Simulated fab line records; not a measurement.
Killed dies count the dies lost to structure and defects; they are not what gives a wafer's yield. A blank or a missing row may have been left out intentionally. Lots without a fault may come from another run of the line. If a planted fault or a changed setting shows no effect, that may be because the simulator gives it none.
Chamber matching || flow sky130 || SKY_LI_CONTACT_CMP_24 on cmp-02 has 4 sister chambers
The step polishes, stops on PSG, t overpolish 20 s, target thk 0 nm. 8 wafers are shown with their chamber, then 11 later ones without.

WAFERS WITH THEIR CHAMBER
{"wafer": "L593.4", "chamber": 3, "motor-current-A (A)": 11.1, "time-to-endpoint-s (s)": 99}
{"wafer": "L600.1", "chamber": 0, "motor-current-A (A)": 10.1, "time-to-endpoint-s (s)": 88}
{"wafer": "L600.4", "chamber": 3, "motor-current-A (A)": 10.6, "time-to-endpoint-s (s)": 101}
{"wafer": "L604.5", "chamber": 1, "motor-current-A (A)": 10.6, "time-to-endpoint-s (s)": 92}
{"wafer": "L605.1", "chamber": 0, "motor-current-A (A)": 9.9, "time-to-endpoint-s (s)": 89}
{"wafer": "L605.2", "chamber": 2, "motor-current-A (A)": 11.7, "time-to-endpoint-s (s)": 98}
{"wafer": "L605.5", "chamber": 2, "motor-current-A (A)": 11.7, "time-to-endpoint-s (s)": 88}
{"wafer": "L607.2", "chamber": 1, "motor-current-A (A)": 10.9, "time-to-endpoint-s (s)": 88}

WAFERS WITHOUT THEIR CHAMBER
{"wafer": "L607.3", "motor-current-A (A)": 11.7, "time-to-endpoint-s (s)": 102}
{"wafer": "L607.6", "motor-current-A (A)": 12.0, "time-to-endpoint-s (s)": 93}
{"wafer": "L608.4", "motor-current-A (A)": 11.1, "time-to-endpoint-s (s)": 100}
{"wafer": "L608.5", "motor-current-A (A)": 10.2, "time-to-endpoint-s (s)": 88}
{"wafer": "L608.6", "motor-current-A (A)": 10.0, "time-to-endpoint-s (s)": 89}
{"wafer": "L610.3", "motor-current-A (A)": 11.2, "time-to-endpoint-s (s)": 96}
{"wafer": "L610.4", "motor-current-A (A)": 11.8, "time-to-endpoint-s (s)": 91}
{"wafer": "L610.6", "motor-current-A (A)": 11.8, "time-to-endpoint-s (s)": 95}
{"wafer": "L613.1", "motor-current-A (A)": 10.2, "time-to-endpoint-s (s)": 89}
{"wafer": "L613.5", "motor-current-A (A)": 10.3, "time-to-endpoint-s (s)": 91}
{"wafer": "L613.6", "motor-current-A (A)": 11.1, "time-to-endpoint-s (s)": 104}

WHICH CHAMBER EACH WENT THROUGH
{"wafer": "L607.3", "from the rows above": "can't be placed: 2 or 3", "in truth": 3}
{"wafer": "L607.6", "from the rows above": 2, "in truth": 2}
{"wafer": "L608.4", "from the rows above": "can't be placed: 3 or 1", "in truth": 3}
{"wafer": "L608.5", "from the rows above": "can't be placed: 0 or 1", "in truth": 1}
{"wafer": "L608.6", "from the rows above": 0, "in truth": 0}
{"wafer": "L610.3", "from the rows above": "can't be placed: 3 or 2 or 1", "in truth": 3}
{"wafer": "L610.4", "from the rows above": 2, "in truth": 2}
{"wafer": "L610.6", "from the rows above": 2, "in truth": 2}
{"wafer": "L613.1", "from the rows above": "can't be placed: 0 or 1", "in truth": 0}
{"wafer": "L613.5", "from the rows above": "can't be placed: 0 or 1 or 3", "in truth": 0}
{"wafer": "L613.6", "from the rows above": 3, "in truth": 3}
Placed correctly: 5 of 11. From these rows, 6 cannot be placed; in 6 the true chamber is one of the candidates. Number placed wrongly: 0.
How it was worked out, from the rows above alone: a wafer's distance from a chamber is the root of the sum, over the readings, of the square of ((its reading less the chamber's mean) divided by the reading's scatter). If the next closest chamber is less than 2 further off than the closest, the wafer can't be placed; otherwise it belongs to the closest. Each chamber's mean is taken over the wafers shown for it. The scatter is the square root of a quotient: the sum, over the shown wafers, of each reading's squared deviation from its chamber's mean, divided by wafers minus chambers.
